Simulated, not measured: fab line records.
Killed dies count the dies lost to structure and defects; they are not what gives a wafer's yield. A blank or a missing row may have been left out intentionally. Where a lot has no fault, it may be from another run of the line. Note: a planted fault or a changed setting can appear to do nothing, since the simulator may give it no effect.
fab line records	flow gf180mcu	part 1 of 2: steps 1 to 25 of 35
[record] lots = 5	wafers = 15	last-day = 34
route steps=602 shown V2@408 M3@409 V3@429
lots that met no fault: taken from a fault-free run of the same line
start-h: hours from the record's opening day to when the first of the lot's shown wafers began	wait-h: hours elapsed since this lot's preceding step	" same as the row above	L1.1+2: one row covering several wafers at once	- no value present, or no start provided	* or withheld: withheld	< > ~ a bound
route shown NAME@n: names a module that has steps shown in the file, with the first one's number in the route	usual: mean/standard deviation taken from wafers without a fault	same: alike in all rows	chamber/n: place in a boat	sites: each site's reading	_std_site: their standard deviation	_edge_site: the outer-site mean with the inner-site mean subtracted	radius-mm: how far each site lies from the wafer's centre	mask NAME#n: copy n	behind: the last tool/chamber to shape the wafer	hold: what put the lot on hold/how long, in hours/how the hold closed	device: names the non-switching transistor (n, p or np)	end of line: the same wafers' tests at the end of the route	a step with no rows: only its recipe	killed: the dies lost at the first sort to structure and to defects; this is not the yield of the wafer	map: a wafer's dies, marking killed ones x, the rest . and places with no die _
set.NAME: the run value of the setting; set.NAME@STEP: its run value at that earlier step	model.NAME: the simulator's own value behind a step, which no gauge read
lots seen at some steps along the route; tables by step, rows by wafer
services: the hour from which a tool's chamber was out of use, counted from the record's first day as start-h (under 0 if before that day), plus the number of hours and why
[[steps]]
[step GF_V2_CMP_26]
[recipe] stop-on = SiO2	down-force-psi = 3.5	platen-rpm = 60	t-overpolish-s = 15	target-thk-nm = 0	pad-velocity-m-s = 0.94248
[usual] head-pressure-psi = 3.499/0.0081	motor-current-A = 10.7/0.83	overpolish-run-s = 15.000/0.0099	time-to-endpoint-s = 84/4.3
lot.wafer	tool	chamber	start-h	wait-h	head-pressure-psi	motor-current-A	overpolish-run-s	time-to-endpoint-s
L077.3	cmp-01	3	498.33	0.0	3.503	9.2	15.012	76
L077.6	"	3	"	"	3.506	8.8	15.005	76
L077.5	"	0	"	"	3.483	10.2	14.995	85
L087.2	cmp-02	3	580.81	0.1	3.495	11.0	14.994	85
L087.4	"	0	"	"	3.506	10.5	15.005	85
L087.6	"	2	"	"	3.494	10.6	15.002	87
L091.1	cmp-01	2	604.53	0.1	3.511	11.7	14.992	80
L091.4	"	3	"	"	3.501	8.8	15.007	76
L091.3	"	0	"	"	3.495	10.2	15.018	87
L093.1	cmp-02	2	620.44	0.1	3.502	10.9	14.987	86
L093.5	"	2	"	"	3.505	10.8	15.006	89
L093.6	"	3	"	"	3.499	11.1	15.013	80
L096.1	cmp-02	3	643.32	0.1	3.492	10.8	14.989	78
L096.2	"	0	"	"	3.504	10.7	15.009	84
L096.3	"	2	"	"	3.478	10.8	14.996	88
[step GF_M3_SPUTTER_00]
[recipe] material = Ti	target-thk-nm = 37.5	arriving-ion-energy-ev = 80	substrate-temp-c = 200	chamber-pressure-pa = 2	power-w = 4000	time-s = 150
[usual] throttle-valve-pct = 29.8/1.2
lot.wafer	tool	chamber	start-h	wait-h	throttle-valve-pct
L077.3	pvd-sputter-02	-	498.63	0.2	29.4
L077.5	"	-	"	"	29.5
L077.6	"	-	"	"	30.2
L087.2	pvd-sputter-02	-	581.01	0.1	29.1
L087.4	"	-	"	"	30.9
L087.6	"	-	"	"	29.5
L091.1	pvd-sputter-02	-	604.78	0.2	30.8
L091.3	"	-	"	"	27.9
L091.4	"	-	"	"	30.2
L093.1	pvd-sputter-02	-	620.74	0.2	29.2
L093.5	"	-	"	"	31.1
L093.6	"	-	"	"	28.0
L096.1	pvd-sputter-02	-	643.62	0.2	27.7
L096.2	"	-	"	"	30.3
L096.3	"	-	"	"	31.0
[step GF_M3_SPUTTER_01]
[recipe] material = TiN	target-thk-nm = 30	power-w = 6500	time-s = 25	chamber-pressure-pa = 0.4
[usual] throttle-valve-pct = 29.8/1.2
lot.wafer	tool	chamber	start-h	wait-h	throttle-valve-pct
L077.3	pvd-sputter-02	-	498.73	0.1	29.3
L077.5	"	-	"	"	29.4
L077.6	"	-	"	"	30.6
L087.2	pvd-sputter-02	-	581.11	0.1	29.4
L087.4	"	-	"	"	31.0
L087.6	"	-	"	"	29.4
L091.1	pvd-sputter-02	-	604.88	0.1	30.7
L091.3	"	-	"	"	27.7
L091.4	"	-	"	"	30.4
L093.1	pvd-sputter-02	-	620.84	0.1	29.6
L093.5	"	-	"	"	31.2
L093.6	"	-	"	"	27.9
L096.1	pvd-sputter-02	-	643.72	0.1	28.1
L096.2	"	-	"	"	30.3
L096.3	"	-	"	"	30.9
[step GF_M3_SPUTTER_02]
[recipe] material = AlCu	target-thk-nm = 450	power-w = 10600	time-s = 23.9	chamber-pressure-pa = 0.4
[usual] throttle-valve-pct = 29.8/1.2
lot.wafer	tool	chamber	start-h	wait-h	throttle-valve-pct
L077.3	pvd-sputter-02	-	498.76	0.0	29.4
L077.5	"	-	"	"	29.2
L077.6	"	-	"	"	30.5
L087.2	pvd-sputter-02	-	581.14	0.0	29.2
L087.4	"	-	"	"	31.1
L087.6	"	-	"	"	29.3
L091.1	pvd-sputter-02	-	604.91	0.0	31.1
L091.3	"	-	"	"	28.1
L091.4	"	-	"	"	30.4
L093.1	pvd-sputter-02	-	620.88	0.0	29.6
L093.5	"	-	"	"	30.9
L093.6	"	-	"	"	28.0
L096.1	pvd-sputter-02	-	643.75	0.0	27.9
L096.2	"	-	"	"	30.5
L096.3	"	-	"	"	30.8
[step GF_M3_SPUTTER_03]
[recipe] material = Ti	target-thk-nm = 10	substrate-temp-c = 300	chamber-pressure-pa = 0.3	power-w = 3000	time-s = 6.7
[usual] throttle-valve-pct = 29.8/1.2
lot.wafer	tool	chamber	start-h	wait-h	throttle-valve-pct
L077.3	pvd-sputter-02	-	498.79	0.0	29.3
L077.5	"	-	"	"	29.4
L077.6	"	-	"	"	30.6
L087.2	pvd-sputter-02	-	581.17	0.0	29.8
L087.4	"	-	"	"	30.8
L087.6	"	-	"	"	29.3
L091.1	pvd-sputter-02	-	604.94	0.0	30.9
L091.3	"	-	"	"	28.1
L091.4	"	-	"	"	30.3
L093.1	pvd-sputter-02	-	620.91	0.0	29.3
L093.5	"	-	"	"	30.8
L093.6	"	-	"	"	27.9
L096.1	pvd-sputter-02	-	643.78	0.0	28.0
L096.2	"	-	"	"	30.4
L096.3	"	-	"	"	30.6
[step GF_M3_SPUTTER_04]
[recipe] material = TiN	target-thk-nm = 50	power-w = 6500	time-s = 41.7	chamber-pressure-pa = 0.4
[usual] throttle-valve-pct = 29.8/1.2
lot.wafer	tool	chamber	start-h	wait-h	throttle-valve-pct
L077.3	pvd-sputter-02	-	498.81	0.0	29.4
L077.5	"	-	"	"	29.5
L077.6	"	-	"	"	30.4
L087.2	pvd-sputter-02	-	581.20	0.0	29.4
L087.4	"	-	"	"	30.7
L087.6	"	-	"	"	29.3
L091.1	pvd-sputter-02	-	604.96	0.0	30.8
L091.3	"	-	"	"	28.2
L091.4	"	-	"	"	30.2
L093.1	pvd-sputter-02	-	620.93	0.0	29.3
L093.5	"	-	"	"	30.9
L093.6	"	-	"	"	27.9
L096.1	pvd-sputter-02	-	643.80	0.0	28.1
L096.2	"	-	"	"	30.3
L096.3	"	-	"	"	30.9
[step GF_M3_RS_MEAS_05]
[recipe] thk-meas-gauge = four-point-probe	reads = TiN_of_M3_SPUTTER_04+Ti_of_M3_SPUTTER_03+AlCu_of_M3_SPUTTER_02+TiN_of_M3_SPUTTER_01+Ti_of_M3_SPUTTER_00
[usual] M3_ALCU_RS = 0.0698/0.001
lot.wafer	tool	chamber	start-h	wait-h	M3_ALCU_RS[ohm/sq]
L077.3	film-metro-03	-	498.89	0.1	0.0706
L077.5	"	-	"	"	0.0710
L077.6	"	-	"	"	0.0723
L087.2	film-metro-02	-	581.28	0.1	0.0696
L087.4	"	-	"	"	0.0707
L087.6	"	-	"	"	0.0694
L091.1	film-metro-02	-	605.00	0.0	0.0706
L091.3	"	-	"	"	0.0705
L091.4	"	-	"	"	0.0710
L093.1	film-metro-01	-	620.97	0.0	0.0707
L093.5	"	-	"	"	0.0707
L093.6	"	-	"	"	0.0704
L096.1	film-metro-02	-	643.84	0.0	0.0691
L096.2	"	-	"	"	0.0705
L096.3	"	-	"	"	0.0697
[step GF_M3_THK_MEAS_06]
[recipe] thk-meas-gauge = xrf	reads = AlCu_of_M3_SPUTTER_02
[usual] M3_ALCU_THK = 440/6.5
lot.wafer	tool	chamber	start-h	wait-h	M3_ALCU_THK[nm]
L077.3	film-metro-03	-	498.99	0.1	438
L077.5	"	-	"	"	437
L077.6	"	-	"	"	426
L087.2	film-metro-02	-	581.39	0.1	443
L087.4	"	-	"	"	437
L087.6	"	-	"	"	447
L091.1	film-metro-02	-	605.12	0.1	440
L091.3	"	-	"	"	437
L091.4	"	-	"	"	437
L093.1	film-metro-01	-	621.09	0.1	430
L093.5	"	-	"	"	432
L093.6	"	-	"	"	432
L096.1	film-metro-02	-	643.96	0.1	443
L096.2	"	-	"	"	436
L096.3	"	-	"	"	440
[step GF_M3_DEHYDRATE_07]
[recipe] temp-c = 200	time-s = 60
[usual] chill-plate-temp-C = 23.01/0.11
lot.wafer	tool	chamber	start-h	wait-h	chill-plate-temp-C
L077.3	litho-track-01	0	509.85	10.9	22.88
L077.5	"	0	"	"	22.88
L077.6	"	0	"	"	22.85
L087.2	litho-track-01	0	591.68	10.3	22.91
L087.4	"	0	"	"	23.07
L087.6	"	0	"	"	23.01
L091.1	litho-track-01	0	614.75	9.6	23.08
L091.3	"	0	"	"	22.96
L091.4	"	0	"	"	22.96
L093.1	litho-track-01	0	630.50	9.4	23.05
L093.5	"	0	"	"	22.94
L093.6	"	0	"	"	22.99
L096.1	litho-track-01	0	652.90	8.9	23.21
L096.2	"	0	"	"	23.18
L096.3	"	0	"	"	23.05
[step GF_M3_HMDS_08]
[recipe] prime-time-s = 60	prime-temp-c = 120
[usual] chill-plate-temp-C = 23.04/0.11
[same] prime-time-s = 60
lot.wafer	tool	chamber	start-h	wait-h	chill-plate-temp-C
L077.3	litho-track-01	0	510.00	0.1	22.97
L077.5	"	0	"	"	23.00
L077.6	"	0	"	"	22.95
L087.2	litho-track-01	0	591.83	0.1	23.11
L087.4	"	0	"	"	23.03
L087.6	"	0	"	"	23.13
L091.1	litho-track-01	0	614.90	0.1	22.92
L091.3	"	0	"	"	22.87
L091.4	"	0	"	"	22.99
L093.1	litho-track-01	0	630.65	0.1	22.83
L093.5	"	0	"	"	22.94
L093.6	"	0	"	"	22.84
L096.1	litho-track-01	0	653.05	0.1	22.92
L096.2	"	0	"	"	23.05
L096.3	"	0	"	"	22.92
[step GF_M3_COAT_09]
[recipe] resist = KrF	spin-rpm = withheld	resist-thk-nm = 1000
[usual] chill-plate-temp-C = 22.97/0.096
lot.wafer	tool	chamber	start-h	wait-h	chill-plate-temp-C
L077.3	litho-track-01	0	510.15	0.1	22.89
L077.5	"	0	"	"	22.89
L077.6	"	0	"	"	22.81
L087.2	litho-track-01	0	591.98	0.1	22.97
L087.4	"	0	"	"	22.95
L087.6	"	0	"	"	22.83
L091.1	litho-track-01	0	615.05	0.1	23.13
L091.3	"	0	"	"	23.03
L091.4	"	0	"	"	22.91
L093.1	litho-track-01	0	630.80	0.1	22.99
L093.5	"	0	"	"	22.99
L093.6	"	0	"	"	23.03
L096.1	litho-track-01	0	653.20	0.1	22.83
L096.2	"	0	"	"	23.02
L096.3	"	0	"	"	22.98
[step GF_M3_SOFTBAKE_10]
[recipe] temp-c = 130	time-s = 60	resist = KrF
[usual] chill-plate-temp-C = 23.01/0.1
lot.wafer	tool	chamber	start-h	wait-h	chill-plate-temp-C
L077.3	litho-track-01	0	510.30	0.1	22.98
L077.5	"	0	"	"	22.98
L077.6	"	0	"	"	23.11
L087.2	litho-track-01	0	592.13	0.1	22.97
L087.4	"	0	"	"	22.80
L087.6	"	0	"	"	22.94
L091.1	litho-track-01	0	615.20	0.1	22.98
L091.3	"	0	"	"	23.01
L091.4	"	0	"	"	22.87
L093.1	litho-track-01	0	630.95	0.1	23.18
L093.5	"	0	"	"	23.23
L093.6	"	0	"	"	23.11
L096.1	litho-track-01	0	653.35	0.1	22.88
L096.2	"	0	"	"	22.94
L096.3	"	0	"	"	22.84
[step GF_M3_EXPOSE_11]
[recipe] mask-id = Metal3	target-cd-nm = 280	na = 0.68	source-shape = conventional	sigma-outer = 0.6	dose-mj = 28
[usual] focus-offset-nm = -0.1/0.57
lot.wafer	tool	chamber	start-h	wait-h	mask	focus-offset-nm
L077.3	krf-scanner-02	0	-	-	Metal3#0	-0.1
L077.5	"	0	"	"	Metal3#0	-0.5
L077.6	"	0	"	"	Metal3#0	-0.2
L087.2	krf-scanner-01	0	-	-	Metal3#0	-0.3
L087.4	"	0	"	"	Metal3#0	-0.5
L087.6	"	0	"	"	Metal3#0	-0.4
L091.1	krf-scanner-02	0	-	-	Metal3#0	-0.6
L091.3	"	0	"	"	Metal3#0	0.8
L091.4	"	0	"	"	Metal3#0	0.9
L093.1	krf-scanner-01	0	-	-	Metal3#0	0.0
L093.5	"	0	"	"	Metal3#0	-0.5
L093.6	"	0	"	"	Metal3#0	0.2
L096.1	krf-scanner-02	0	-	-	Metal3#0	-0.3
L096.2	"	0	"	"	Metal3#0	0.2
L096.3	"	0	"	"	Metal3#0	-0.1
[step GF_M3_PEB_12]
[recipe] peb-temp-c = 135	peb-time-s = 90	resist = KrF
[usual] chill-plate-temp-C = 23.00/0.091
lot.wafer	tool	chamber	start-h	wait-h	chill-plate-temp-C
L077.3	litho-track-02	0	-	-	23.06
L077.5	"	0	"	"	22.95
L077.6	"	0	"	"	23.06
L087.2	litho-track-02	0	-	-	23.00
L087.4	"	0	"	"	22.92
L087.6	"	0	"	"	22.81
L091.1	litho-track-03	0	-	-	23.09
L091.3	"	0	"	"	22.91
L091.4	"	0	"	"	23.07
L093.1	litho-track-01	0	-	-	23.14
L093.5	"	0	"	"	23.18
L093.6	"	0	"	"	23.23
L096.1	litho-track-01	0	-	-	23.19
L096.2	"	0	"	"	23.00
L096.3	"	0	"	"	23.13
[step GF_M3_DEVELOP_13]
[recipe] develop-time-s = 60	dev-temp-c = 21
[usual] chill-plate-temp-C = 22.98/0.11
lot.wafer	tool	chamber	start-h	wait-h	chill-plate-temp-C
L077.3	litho-track-02	0	521.75	0.1	22.94
L077.5	"	0	"	"	22.92
L077.6	"	0	"	"	22.92
L087.2	litho-track-02	0	602.23	0.2	22.87
L087.4	"	0	"	"	22.97
L087.6	"	0	"	"	22.93
L091.1	litho-track-03	0	625.31	0.2	23.05
L091.3	"	0	"	"	23.05
L091.4	"	0	"	"	23.13
L093.1	litho-track-01	0	641.15	0.2	23.07
L093.5	"	0	"	"	22.96
L093.6	"	0	"	"	22.92
L096.1	litho-track-01	0	662.95	0.2	23.10
L096.2	"	0	"	"	22.79
L096.3	"	0	"	"	23.11
[step GF_M3_CD_MEAS_14]
[recipe] target-cd-nm = 280
[usual] cd-nm = 280.0/1.3
lot.wafer	tool	chamber	start-h	wait-h	cd-nm
L077.3	cd-sem-02	-	521.89	0.1	278.4
L077.5	"	-	"	"	278.2
L077.6	"	-	"	"	277.5
L087.2	cd-sem-01	-	602.37	0.1	279.5
L087.4	"	-	"	"	279.7
L087.6	"	-	"	"	280.5
L091.1	cd-sem-02	-	625.46	0.1	279.3
L091.3	"	-	"	"	279.1
L091.4	"	-	"	"	278.0
L093.1	cd-sem-02	-	641.30	0.1	282.5
L093.5	"	-	"	"	281.7
L093.6	"	-	"	"	282.3
L096.1	cd-sem-02	-	663.10	0.1	279.0
L096.2	"	-	"	"	278.5
L096.3	"	-	"	"	279.1
[step GF_M3_OVL_MEAS_15]
[usual] M3_OVL = -4/5.8
lot.wafer	tool	chamber	start-h	wait-h	M3_OVL[nm]
L077.3	overlay-02	-	521.98	0.1	4
L077.5	"	-	"	"	1
L077.6	"	-	"	"	7
L087.2	overlay-01	-	602.48	0.1	-4
L087.4	"	-	"	"	-11
L087.6	"	-	"	"	0
L091.1	overlay-01	-	625.58	0.1	2
L091.3	"	-	"	"	-1
L091.4	"	-	"	"	4
L093.1	overlay-01	-	641.42	0.1	-7
L093.5	"	-	"	"	-7
L093.6	"	-	"	"	-4
L096.1	overlay-02	-	663.22	0.1	-14
L096.2	"	-	"	"	-5
L096.3	"	-	"	"	-8
[step GF_M3_METAL_ETCH_16]
[recipe] chemistry = Cl2/BCl3	mask-material = KrF	target-depth-nm = 750.8	stop-on = SiO2	pressure-mtorr = 8	icp-w = 800	bias-w = 140	Cl2_flow_sccm = 80	bcl3-flow-sccm = 40	time-s = 125.1
[usual] drypump-motor-current-A = 6.03/0.27	he-backside-leak-sccm = 3.27/0.17	oes-product-au = 0.990/0.0083	throttle-valve-pct = 28.229/0.013
lot.wafer	tool	chamber	start-h	wait-h	drypump-motor-current-A	he-backside-leak-sccm	oes-product-au	rf-hours-counter-h	throttle-valve-pct
L077.3	rie-metal-04	1	522.05	0.1	5.65	3.03	1.000	-	28.235
L077.5	"	1	"	"	5.68	3.11	0.991	-	28.245
L077.6	"	0	"	"	5.96	3.58	1.006	-	28.233
L087.2	rie-metal-01	0	602.51	0.0	5.70	3.09	0.989	14	28.230
L087.4	"	1	"	"	6.23	3.38	0.992	-	28.226
L087.6	"	1	"	"	6.23	4.09	0.993	-	28.228
L091.1	rie-metal-01	1	625.61	0.0	6.19	3.36	0.992	10	28.253
L091.3	"	1	"	"	6.22	3.18	0.987	-	28.235
L091.4	"	1	"	"	6.22	3.40	0.989	-	28.239
L093.1	rie-metal-01	0	641.46	0.0	5.70	3.31	1.000	0	28.225
L093.5	"	0	"	"	5.72	3.08	0.997	-	28.219
L093.6	"	1	"	"	6.22	3.27	0.994	-	28.231
L096.1	rie-metal-04	0	663.26	0.0	5.98	3.56	0.994	3	28.221
L096.2	"	0	"	"	5.95	3.27	1.004	-	28.238
L096.3	"	0	"	"	5.98	3.35	0.994	-	28.219
[step GF_M3_STRIP_17]
[recipe] chemistry = O2/N2	power-w = 1400	pressure-mtorr = 1500	platen-temp-c = 250	o2-flow-sccm = 3000	n2-flow-sccm = 300	overash-fraction = 0.5
[usual] drypump-motor-current-A = 5.6/0.42	heater-power-w = 341/39	o2-flow-sccm = 2999/10	oes-product-au = 0.538/0.0053	strip-time-to-endpoint-s = 7.38/0.071
lot.wafer	tool	chamber	start-h	wait-h	drypump-motor-current-A	heater-power-w	o2-flow-sccm	oes-product-au	rf-hours-counter-h	strip-time-to-endpoint-s
L077.3	plasma-asher-01	1	522.17	0.1	5.4	297	3004	0.540	-	7.44
L077.5	"	1	"	"	5.4	295	2999	0.543	-	7.41
L077.6	"	0	"	"	5.6	381	3003	0.531	-	7.29
L087.2	plasma-asher-01	0	602.64	0.1	5.6	394	2988	0.541	18	7.32
L087.4	"	1	"	"	5.4	298	2983	0.540	-	7.43
L087.6	"	0	"	"	5.6	402	3013	0.536	-	7.38
L091.1	plasma-asher-04	0	625.87	0.2	4.7	330	2989	0.547	51	7.44
L091.3	"	1	"	"	5.7	294	3010	0.540	-	7.44
L091.4	"	0	"	"	4.7	325	2985	0.531	-	7.42
L093.1	plasma-asher-01	0	641.59	0.1	5.6	403	3016	0.543	23	7.28
L093.5	"	1	"	"	5.4	301	2991	0.532	-	7.27
L093.6	"	0	"	"	5.6	400	2996	0.548	-	7.42
L096.1	plasma-asher-04	0	663.52	0.2	4.7	330	2995	0.530	56	7.29
L096.2	"	1	"	"	5.8	302	2979	0.544	56	7.34
L096.3	"	1	"	"	5.7	297	2984	0.544	-	7.32
[step GF_M3_STRIP_18]
[recipe] chemistry = post-etch-residue-remover	time-s = 1200	temp-c = 72.5
lot.wafer	tool	chamber	start-h	wait-h
L077.3+5+6	wet-bench-01	0	522.24	0.0
L087.2+4+6	wet-bench-01	0	602.74	0.1
L091.1+3+4	wet-bench-01	3	625.97	0.1
L093.1+5+6	wet-bench-03	3	641.69	0.1
L096.1+2+3	wet-bench-02	3	663.62	0.1
[step GF_M3_CLEAN_19]
[recipe] chemistry = DIW	dry = n2-spin
lot.wafer	tool	chamber	start-h	wait-h
L077.3+5+6	wet-bench-03	0	522.58	0.0
L087.2+4+6	wet-bench-02	1	603.08	0.0
L091.1+3+4	wet-bench-02	2	626.31	0.0
L093.1+5+6	wet-bench-02	1	642.06	0.0
L096.1+2+3	wet-bench-01	2	663.96	0.0
[step GF_V3_CVD_00]
[recipe] material = SiO2	target-thk-nm = 600	sigma-open-frac = 0.3	temp-c = 400	time-s = 100	sih4-flow-sccm = 60	pressure-mtorr = 6
lot.wafer	tool	chamber	start-h	wait-h
L077.3+5+6	hdpcvd-02	2,2,0	522.67	0.0
L087.2+4+6	hdpcvd-01	1,1,0	603.17	0.0
L091.1+3+4	hdpcvd-01	0,2,0	626.40	0.0
L093.1+5+6	hdpcvd-02	0,2,0	642.15	0.0
L096.1+2+3	hdpcvd-01	0,2,1	664.05	0.0
[step GF_V3_THK_MEAS_01]
[recipe] reads = SiO2_of_V3_CVD_00
[usual] V3_CVD_00_THK = 601/6.9
lot.wafer	tool	chamber	start-h	wait-h	V3_CVD_00_THK[nm]
L077.3	film-metro-02	-	522.76	0.1	604
L077.5	"	-	"	"	598
L077.6	"	-	"	"	604
L087.2	film-metro-04	-	603.25	0.0	602
L087.4	"	-	"	"	591
L087.6	"	-	"	"	611
L091.1	film-metro-04	-	626.48	0.0	602
L091.3	"	-	"	"	594
L091.4	"	-	"	"	609
L093.1	film-metro-04	-	642.22	0.0	599
L093.5	"	-	"	"	602
L093.6	"	-	"	"	596
L096.1	film-metro-02	-	664.12	0.0	606
L096.2	"	-	"	"	600
L096.3	"	-	"	"	593
[step GF_V3_CVD_02]
[recipe] material = SiO2	target-thk-nm = 850	precursor = TEOS	temp-c = 400	time-s = 94.851	rf-w = 600
[usual] heater-power-w = 631/85
lot.wafer	tool	chamber	start-h	wait-h	heater-power-w
L077.3	pecvd-01	1	522.80	0.0	549
L077.5	"	2	"	"	600
L077.6	"	1	"	"	582
L087.2	pecvd-02	2	603.30	0.0	814
L087.4	"	1	"	"	695
L087.6	"	0	"	"	682
L091.1	pecvd-03	0	626.54	0.1	541
L091.3	"	2	"	"	648
L091.4	"	1	"	"	541
L093.1	pecvd-01	1	642.28	0.1	481
L093.5	"	2	"	"	604
L093.6	"	1	"	"	528
L096.1	pecvd-03	0	664.18	0.1	513
L096.2	"	1	"	"	510
L096.3	"	2	"	"	657
[step GF_V3_THK_MEAS_03]
[recipe] reads = SiO2_of_V3_CVD_02
[usual] V3_CVD_02_THK = 846/12
lot.wafer	tool	chamber	start-h	wait-h	V3_CVD_02_THK[nm]
L077.3	film-metro-04	-	522.89	0.1	830
L077.5	"	-	"	"	845
L077.6	"	-	"	"	848
L087.2	film-metro-02	-	603.38	0.0	847
L087.4	"	-	"	"	882
L087.6	"	-	"	"	865
L091.1	film-metro-04	-	626.61	0.0	837
L091.3	"	-	"	"	851
L091.4	"	-	"	"	862
L093.1	film-metro-03	-	642.35	0.0	832
L093.5	"	-	"	"	848
L093.6	"	-	"	"	842
L096.1	film-metro-03	-	664.25	0.0	838
L096.2	"	-	"	"	836
L096.3	"	-	"	"	841
